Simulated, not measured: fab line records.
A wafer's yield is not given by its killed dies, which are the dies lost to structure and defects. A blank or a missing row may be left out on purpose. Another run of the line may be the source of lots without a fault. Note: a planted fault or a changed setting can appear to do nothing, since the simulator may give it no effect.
fab line records ; flow sky130
[record] lots = 6; wafers = 18; last_day = 50
route steps=708 shown VIA2@509
lots that met no fault: taken from a fault-free run of the same line
start_h: hours from the record's opening day to when the first of the lot's shown wafers began ; wait_h: time in hours since the lot's previous step ; " as in the row above ; L1.1+2: a single row standing in for several wafers ; - no value, or no start was given ; * or withheld: withheld ; < > ~ a bound
route shown NAME@n: NAME is a module with steps in the file, n the number in the route of the first one ; usual: the fault-free wafers' mean and standard deviation ; same: alike in all rows ; chamber/n: place in a boat ; sites: the reading at each site ; _std_site: the values' standard deviation ; _edge_site: outer sites' mean less inner sites' ; radius_mm: for every site, how far away it sits from the centre of the wafer ; mask NAME#n: copy n ; behind: tool/chamber where the wafer was last shaped ; hold: why the lot went on hold/how many hours it stayed there/how the hold came to an end ; device: which transistor (n, p or np) failed to switch ; end of line: tests run on the same wafers once the route is complete ; a step without rows: its recipe alone ; killed: dies that structure and defects cost at the first sort, which is not the same as the wafer's yield ; map: the dies of a wafer, with x for killed, . for not killed, _ for no die there
set.NAME: setting as actually run; set.NAME@STEP: the setting as run at that earlier step ; model.NAME: the simulator's own value behind a step, which no gauge read
lots at some steps of the route; a table a step, a row a wafer
services: the hour from which a tool's chamber was out of use, counted from the record's first day as start_h (under 0 if before that day), plus the number of hours and why
[[steps]]
[step SKY_VIA2_CMP_02]
[recipe] material = SiO2; down_force_psi = 4; platen_rpm = 60; pad_velocity_m_s = 0.94248
[usual] motor_current_A = 11.8/1.4
lot.wafer;tool;chamber;start_h;wait_h;motor_current_A
L436.3;cmp-02;1;823.17;0.1;9.4
L436.2;cmp-02;2;823.17;0.1;11.8
L436.6;cmp-02;0;823.17;0.1;10.5
L437.3;cmp-02;3;849.62;0.1;11.2
L437.2;cmp-02;0;849.62;0.1;11.0
L437.5;cmp-02;1;849.62;0.1;9.5
L445.3;cmp-01;0;893.20;0.4;14.2
L445.5;cmp-01;1;893.20;0.4;11.5
L445.6;cmp-01;2;893.20;0.4;13.8
L446.4;cmp-01;1;907.18;0.0;11.4
L446.1;cmp-01;3;907.18;0.0;11.2
L446.6;cmp-01;1;907.18;0.0;11.5
L456.1;cmp-01;3;970.74;0.2;11.8
L456.3;cmp-01;0;970.74;0.2;14.2
L456.5;cmp-01;2;970.74;0.2;13.5
L457.1;cmp-02;2;972.48;0.1;11.4
L457.4;cmp-02;0;972.48;0.1;10.7
L457.2;cmp-02;1;972.48;0.1;9.0
[step SKY_VIA2_BOW_MEAS_03]
[recipe] mode = bow
[usual] VIA2_BOW = 86/7.1
lot.wafer;tool;chamber;start_h;wait_h;VIA2_BOW[um]
L436.2;film_metro-01;-;823.39;0.1;87
L436.3;film_metro-01;-;823.39;0.1;89
L436.6;film_metro-01;-;823.39;0.1;89
L437.2;film_metro-02;-;849.84;0.1;80
L437.3;film_metro-02;-;849.84;0.1;96
L437.5;film_metro-02;-;849.84;0.1;100
L445.3;film_metro-02;-;893.39;0.1;100
L445.5;film_metro-02;-;893.39;0.1;92
L445.6;film_metro-02;-;893.39;0.1;89
L446.1;film_metro-04;-;907.48;0.1;102
L446.4;film_metro-04;-;907.48;0.1;74
L446.6;film_metro-04;-;907.48;0.1;93
L456.1;film_metro-01;-;970.99;0.2;88
L456.3;film_metro-01;-;970.99;0.2;83
L456.5;film_metro-01;-;970.99;0.2;95
L457.1;film_metro-01;-;972.78;0.2;100
L457.2;film_metro-01;-;972.78;0.2;84
L457.4;film_metro-01;-;972.78;0.2;98
[step SKY_VIA2_DEHYDRATE_04]
[recipe] temp_c = 200; time_s = 60
[step SKY_VIA2_HMDS_05]
[recipe] prime_time_s = 60; prime_temp_c = 120
[step SKY_VIA2_COAT_06]
[recipe] resist = BARC; temp_c = withheld; time_s = withheld; spin_rpm = 3000; resist_thk_nm = 60
[step SKY_VIA2_COAT_07]
[recipe] resist = KrF-thick; spin_rpm = 3000; resist_thk_nm = 450
[step SKY_VIA2_SOFTBAKE_08]
[recipe] temp_c = 100; time_s = 90; resist = KrF-thick
[step SKY_VIA2_EXPOSE_09]
[recipe] mask_id = VIM2; na = 0.8; source_shape = annular; sigma_inner = 0.55; sigma_outer = 0.85; target_cd_nm = 200; dose_mj = 38
[step SKY_VIA2_PEB_10]
[recipe] peb_temp_c = withheld; peb_time_s = withheld; resist = KrF-thick
[step SKY_VIA2_DEVELOP_11]
[recipe] develop_time_s = 60; resist = KrF-thick; dev_temp_c = 21
[step SKY_VIA2_CD_MEAS_12]
[recipe] target_cd_nm = 200
[usual] cd_nm = 200.2/1.5
lot.wafer;tool;chamber;start_h;wait_h;cd_nm
L436.2;cd_sem-02;-;849.09;-;200.4
L436.3;cd_sem-02;-;849.09;-;199.8
L436.6;cd_sem-02;-;849.09;-;201.3
L437.2;cd_sem-02;-;875.69;-;199.5
L437.3;cd_sem-02;-;875.69;-;199.8
L437.5;cd_sem-02;-;875.69;-;198.5
L445.3;cd_sem-01;-;918.31;-;201.6
L445.5;cd_sem-01;-;918.31;-;200.5
L445.6;cd_sem-01;-;918.31;-;201.7
L446.1;cd_sem-01;-;930.57;-;200.3
L446.4;cd_sem-01;-;930.57;-;200.1
L446.6;cd_sem-01;-;930.57;-;199.4
L456.1;cd_sem-02;-;995.42;-;199.2
L456.3;cd_sem-02;-;995.42;-;200.3
L456.5;cd_sem-02;-;995.42;-;201.8
L457.1;cd_sem-02;-;997.07;-;199.9
L457.2;cd_sem-02;-;997.07;-;199.9
L457.4;cd_sem-02;-;997.07;-;200.5
[step SKY_VIA2_OVL_MEAS_13]
[usual] VIA2_OVL = -1/5.7
lot.wafer;tool;chamber;start_h;wait_h;VIA2_OVL[nm]
L436.2;overlay-02;-;849.20;0.1;1
L436.3;overlay-02;-;849.20;0.1;1
L436.6;overlay-02;-;849.20;0.1;-4
L437.2;overlay-01;-;875.79;0.1;1
L437.3;overlay-01;-;875.79;0.1;-4
L437.5;overlay-01;-;875.79;0.1;-3
L445.3;overlay-02;-;918.40;0.1;-1
L445.5;overlay-02;-;918.40;0.1;-3
L445.6;overlay-02;-;918.40;0.1;-1
L446.1;overlay-02;-;930.69;0.1;-6
L446.4;overlay-02;-;930.69;0.1;-12
L446.6;overlay-02;-;930.69;0.1;-14
L456.1;overlay-01;-;995.54;0.1;-3
L456.3;overlay-01;-;995.54;0.1;-3
L456.5;overlay-01;-;995.54;0.1;0
L457.1;overlay-01;-;997.19;0.1;2
L457.2;overlay-01;-;997.19;0.1;-6
L457.4;overlay-01;-;997.19;0.1;-1
[step SKY_VIA2_ETCH_14]
[recipe] chemistry = N2/H2; target = BARC; ion_energy_ev = 200; source_w = 500; bias_w = 100; pressure_mtorr = 30; n2_flow_sccm = 100; h2_flow_sccm = 200; stop_on = SiO2; time_s = 45.9; target_depth_a = 600
[usual] drypump_motor_current_A = 5.6/0.41; oes_product_au = 0.855/0.0049; run_length_s = 74.3/0.5; throttle_valve_pct = 13.224/0.0092
lot.wafer;tool;chamber;start_h;wait_h;drypump_motor_current_A;oes_product_au;rf_hours_counter_h;run_length_s;throttle_valve_pct;model.KrF-thick_of_VIA2_COAT_07.thk_nm
L436.2;rie_diel-03;2;849.23;0.0;6.0;0.859;20;73.8;13.216;394.9
L436.3;rie_diel-03;1;849.23;0.0;6.3;0.856;10;74.4;13.223;392.6
L436.6;rie_diel-03;2;849.23;0.0;6.0;0.863;-;73.9;13.229;394.3
L437.2;rie_diel-02;1;875.82;0.0;5.3;0.858;7;75.3;13.212;393.3
L437.3;rie_diel-02;3;875.82;0.0;5.2;0.857;1;73.6;13.227;394
L437.5;rie_diel-02;1;875.82;0.0;5.2;0.844;-;75.0;13.228;394
L445.3;rie_diel-02;2;918.43;0.0;5.7;0.981;10;67.5;13.235;399.2
L445.5;rie_diel-02;1;918.43;0.0;5.3;0.852;-;74.9;13.223;394.8
L445.6;rie_diel-02;0;918.43;0.0;5.1;0.850;-;74.6;13.230;393.8
L446.1;rie_diel-02;3;930.72;0.0;5.1;0.981;2;66.8;13.229;399.4
L446.4;rie_diel-02;1;930.72;0.0;5.3;0.972;9;68.2;13.226;402
L446.6;rie_diel-02;0;930.72;0.0;5.1;0.856;-;74.8;13.237;394.7
L456.1;rie_diel-04;0;995.58;0.0;5.5;0.852;15;74.4;13.217;390.4
L456.3;rie_diel-04;3;995.58;0.0;5.5;0.854;12;73.8;13.232;390.1
L456.5;rie_diel-04;1;995.58;0.0;5.3;0.856;-;74.6;13.228;390.2
L457.1;rie_diel-03;3;997.22;0.0;5.9;0.843;25;73.4;13.222;392.5
L457.2;rie_diel-03;0;997.22;0.0;5.7;0.855;15;73.9;13.218;393.3
L457.4;rie_diel-03;0;997.22;0.0;5.7;0.858;-;74.3;13.209;392.9
[step SKY_VIA2_ETCH_15]
[recipe] target = SiO2; chemistry = C4F8/O2/Ar; target_depth_nm = 546; stop_on = TiN; mask_material = KrF-thick; source_w = 1500; bias_w = 1200; pressure_mtorr = 40; c4f8_flow_sccm = withheld; O2_flow_sccm = 6; Ar_flow_sccm = 300; time_s = 84
[usual] oes_product_au = 0.940/0.0051; run_length_s = 112.4/0.46
lot.wafer;tool;chamber;start_h;wait_h;oes_product_au;rf_hours_counter_h;run_length_s;model.KrF-thick_of_VIA2_COAT_07.thk_nm
L436.2;rie_diel-03;2;849.27;0.0;0.946;20;111.9;288.9
L436.3;rie_diel-03;1;849.27;0.0;0.936;10;112.1;282.2
L436.6;rie_diel-03;2;849.27;0.0;0.929;-;112.1;288.9
L437.2;rie_diel-02;1;875.86;0.0;0.937;7;113.4;285.8
L437.3;rie_diel-02;3;875.86;0.0;0.935;1;112.3;283.6
L437.5;rie_diel-02;1;875.86;0.0;0.937;-;112.9;287.3
L445.3;rie_diel-02;2;918.47;0.0;0.936;10;112.0;292
L445.5;rie_diel-02;1;918.47;0.0;0.941;-;112.7;288.6
L445.6;rie_diel-02;0;918.47;0.0;0.931;-;113.0;287.6
L446.1;rie_diel-02;3;930.76;0.0;0.943;2;112.0;290.9
L446.4;rie_diel-02;1;930.76;0.0;0.935;9;113.0;295.9
L446.6;rie_diel-02;0;930.76;0.0;0.942;-;113.0;287.6
L456.1;rie_diel-04;0;995.62;0.0;0.940;15;112.8;278.9
L456.3;rie_diel-04;3;995.62;0.0;0.948;12;112.5;278
L456.5;rie_diel-04;1;995.62;0.0;0.946;-;113.1;283.4
L457.1;rie_diel-03;3;997.29;0.0;0.948;25;111.8;283.6
L457.2;rie_diel-03;0;997.29;0.0;0.938;15;112.0;284.1
L457.4;rie_diel-03;0;997.29;0.0;0.940;-;112.2;284.1
[step SKY_VIA2_STRIP_16]
[recipe] chemistry = O2/N2; power_w = 1400; pressure_mtorr = 1500; platen_temp_c = withheld; o2_flow_sccm = 3000; n2_flow_sccm = 300; overash_fraction = 0.5
[usual] drypump_motor_current_A = 5.79/0.24; o2_flow_sccm = 3000/9; oes_product_au = 0.399/0.0048; strip_time_to_endpoint_s = 4.07/0.034
lot.wafer;tool;chamber;start_h;wait_h;drypump_motor_current_A;o2_flow_sccm;oes_product_au;rf_hours_counter_h;strip_time_to_endpoint_s
L436.2;plasma_asher-01;0;849.33;0.0;5.99;3000;0.403;77;4.11
L436.3;plasma_asher-01;1;849.33;0.0;5.35;3022;0.400;-;4.05
L436.6;plasma_asher-01;1;849.33;0.0;5.37;3010;0.402;-;4.10
L437.2;plasma_asher-02;0;875.93;0.0;5.63;3015;0.392;45;4.08
L437.3;plasma_asher-02;0;875.93;0.0;5.63;3014;0.397;-;4.05
L437.5;plasma_asher-02;0;875.93;0.0;5.61;3007;0.393;-;4.09
L445.3;plasma_asher-02;0;918.57;0.1;5.65;3002;0.404;-;4.14
L445.5;plasma_asher-02;0;918.57;0.1;5.65;2998;0.405;-;4.10
L445.6;plasma_asher-02;1;918.57;0.1;5.66;2992;0.405;-;4.09
L446.1;plasma_asher-02;1;930.83;0.0;5.67;3004;0.396;50;4.14
L446.4;plasma_asher-02;1;930.83;0.0;5.67;2994;0.404;-;4.18
L446.6;plasma_asher-02;1;930.83;0.0;5.66;2999;0.399;-;4.10
L456.1;plasma_asher-03;0;995.69;0.0;6.16;3011;0.397;24;4.00
L456.3;plasma_asher-03;1;995.69;0.0;5.76;2985;0.386;-;3.98
L456.5;plasma_asher-03;1;995.69;0.0;5.77;3005;0.400;-;4.04
L457.1;plasma_asher-02;0;997.38;0.1;5.60;2992;0.401;57;4.07
L457.2;plasma_asher-02;1;997.38;0.1;5.66;3008;0.399;57;4.05
L457.4;plasma_asher-02;0;997.38;0.1;5.61;2998;0.408;-;4.06
[[services]]
tool;chamber;start_h;hours;kind
cmp-01;-;803.60;4.8;pm
cmp-02;-;803.77;0.6;repair
cmp-01;-;804.68;4.7;repair
rie_diel-04;-;805.60;0.1;repair
plasma_asher-03;-;813.58;10.0;pm
rie_diel-04;-;817.58;1.0;repair
cmp-01;-;844.00;0.2;repair
cmp-02;-;849.99;1.4;repair
cmp-02;-;855.26;1.8;repair
plasma_asher-01;-;867.36;0.5;repair
cmp-02;-;877.77;1.3;repair
rie_diel-03;-;883.92;0.4;repair
plasma_asher-01;-;887.87;1.1;repair
rie_diel-02;1;906.71;4.5;repair
cmp-02;-;912.00;4.0;pm
plasma_asher-03;-;925.20;2.8;pm
rie_diel-03;2;938.44;2.9;repair
plasma_asher-01;-;955.61;2.8;pm
cmp-02;-;956.47;1.6;repair
rie_diel-03;0;974.98;3.8;repair
rie_diel-03;1;980.61;33.0;repair
rie_diel-03;2;989.35;9.6;repair
rie_diel-04;1;991.38;3.7;repair
cmp-02;-;992.42;0.3;repair
[[key]]
[first_sign] step = SKY_VIA2_ETCH_14; reading = oes_product_au; direction = up; sigmas = 25; usual = 0.855; struck = 0.978
[effect] step = SKY_VIA2_ETCH_14; reading = run_length_s; direction = down; sigmas = 13; usual = *; struck = *
[model_effect] step = SKY_VIA2_ETCH_14; value = KrF-thick_of_VIA2_COAT_07.thk_nm; without = 393.9; struck = 400.2
[model_effect] step = SKY_VIA2_ETCH_15; value = KrF-thick_of_VIA2_COAT_07.thk_nm; without = 286.6; struck = 292.9
met_at SKY_VIA2_ETCH_14
struck_wafers L445.3,L446.1,L446.4
sort_left_out L445.3,L446.1,L446.4
onset_between 875.82 918.43
[fault] kind = process_parameter_drift; tool = rie_diel-02; chamber = -; onset_h = 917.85; steps = SKY_VIA2_ETCH_14; channel = time_s; offset = *; shape = step; end_h = 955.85; scope = struck_wafers_only; acts_in = *; stated = *
// sort_left_out: the simulated sort isn't trusted on such a fault, so these wafers' sort isn't shown, and their yield isn't known
